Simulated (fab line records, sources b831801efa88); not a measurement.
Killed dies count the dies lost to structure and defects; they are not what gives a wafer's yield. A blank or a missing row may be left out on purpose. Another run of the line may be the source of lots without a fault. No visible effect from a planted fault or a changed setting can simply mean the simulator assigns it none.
Matching of chambers	flow gf180mcu	GF_V1_CMP_26 on cmp-01 has 4 sister chambers
The step polishes, stops on SiO2, t overpolish 15 s, target thk 0 nm. 39 wafers are shown with their chamber, then 12 later ones without.

== EACH WAFER AND ITS CHAMBER ==
wafer	chamber	motor_current_A (A)	time_to_endpoint_s (s)	overpolish_run_s (s)
L075.1	2	10.3	86	15.010
L075.2	3	11.2	80	14.986
L075.3	1	10.2	81	15.011
L076.2	1	11.0	78	15.007
L076.5	1	10.5	78	15.017
L076.6	2	10.0	79	15.004
L077.1	1	10.4	81	15.009
L077.4	3	10.7	81	15.014
L077.5	2	9.9	85	15.012
L081.1	3	11.1	81	15.007
L081.2	0	8.7	81	15.000
L081.6	1	10.7	75	15.000
L080.2	2	9.7	76	15.007
L080.3	1	10.6	76	15.004
L080.4	0	9.2	76	15.014
L084.1	1	11.0	84	14.972
L084.3	2	9.5	83	14.999
L084.4	0	8.7	79	15.000
L086.1	1	10.3	80	15.005
L086.3	2	10.3	84	14.993
L086.5	2	9.5	83	14.991
L087.1	2	10.0	83	15.003
L087.3	1	10.6	78	14.989
L087.4	0	9.0	83	14.997
L088.1	0	8.9	81	14.993
L088.3	3	10.7	78	14.982
L088.6	0	9.0	83	14.995
L089.1	0	8.8	79	14.997
L089.3	1	10.9	76	14.996
L089.6	3	11.7	78	14.999
L090.3	0	9.3	86	14.983
L090.4	2	9.9	83	15.000
L090.5	3	11.0	80	14.982
L092.3	0	9.3	78	14.993
L092.5	1	10.3	79	14.993
L092.6	2	10.0	81	15.013
L093.2	2	9.8	78	14.989
L093.5	2	9.9	80	14.995
L093.6	1	11.1	78	15.005

SIGNATURES, as means of the wafers listed above
reading	chamber 0	chamber 1	chamber 2	chamber 3	scatter within a chamber
motor_current_A	8.989	10.633	9.900	11.067	0.288
time_to_endpoint_s	80.67	78.67	81.75	79.67	2.68
overpolish_run_s	14.99689	15.00067	15.00133	14.99500	0.0104
Rule: distance of a wafer from a chamber = root of the sum over the readings of ((wafer's reading minus chamber's mean) / reading's scatter) squared. If the next closest chamber is less than 2 further off than the closest, the wafer can't be placed; otherwise it belongs to the closest. The scatter: take each reading less its chamber's mean, square it, sum over the shown wafers, divide by the number of wafers less the number of chambers, and take the root.

== WAFERS WITHOUT THEIR CHAMBER ==
wafer	motor_current_A (A)	time_to_endpoint_s (s)	overpolish_run_s (s)
L094.1	8.8	72	14.992
L094.4	10.9	75	15.000
L094.5	8.9	78	14.991
L095.4	9.6	79	14.990
L095.5	10.7	78	15.003
L095.6	9.6	80	15.007
L096.1	9.0	82	14.995
L096.3	11.4	85	15.008
L096.6	11.0	87	14.988
L097.1	9.4	84	14.991
L097.2	9.8	82	15.003
L097.3	10.8	80	15.002

== THE CHAMBER EACH PASSED THROUGH ==
wafer	from the rows above	in truth
L094.1	0	0
L094.4	can't be placed: 1 or 3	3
L094.5	0	0
L095.4	can't be placed: 2 or 0 or 1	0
L095.5	can't be placed: 1 or 3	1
L095.6	can't be placed: 2 or 0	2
L096.1	0	0
L096.3	can't be placed: 3 or 1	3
L096.6	can't be placed: 3 or 1 or 2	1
L097.1	can't be placed: 0 or 2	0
L097.2	2	2
L097.3	can't be placed: 1 or 3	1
Correctly placed: 4 of 12. From these rows, 8 cannot be placed; in 8 the true chamber is one of the candidates. 0 placed wrongly.
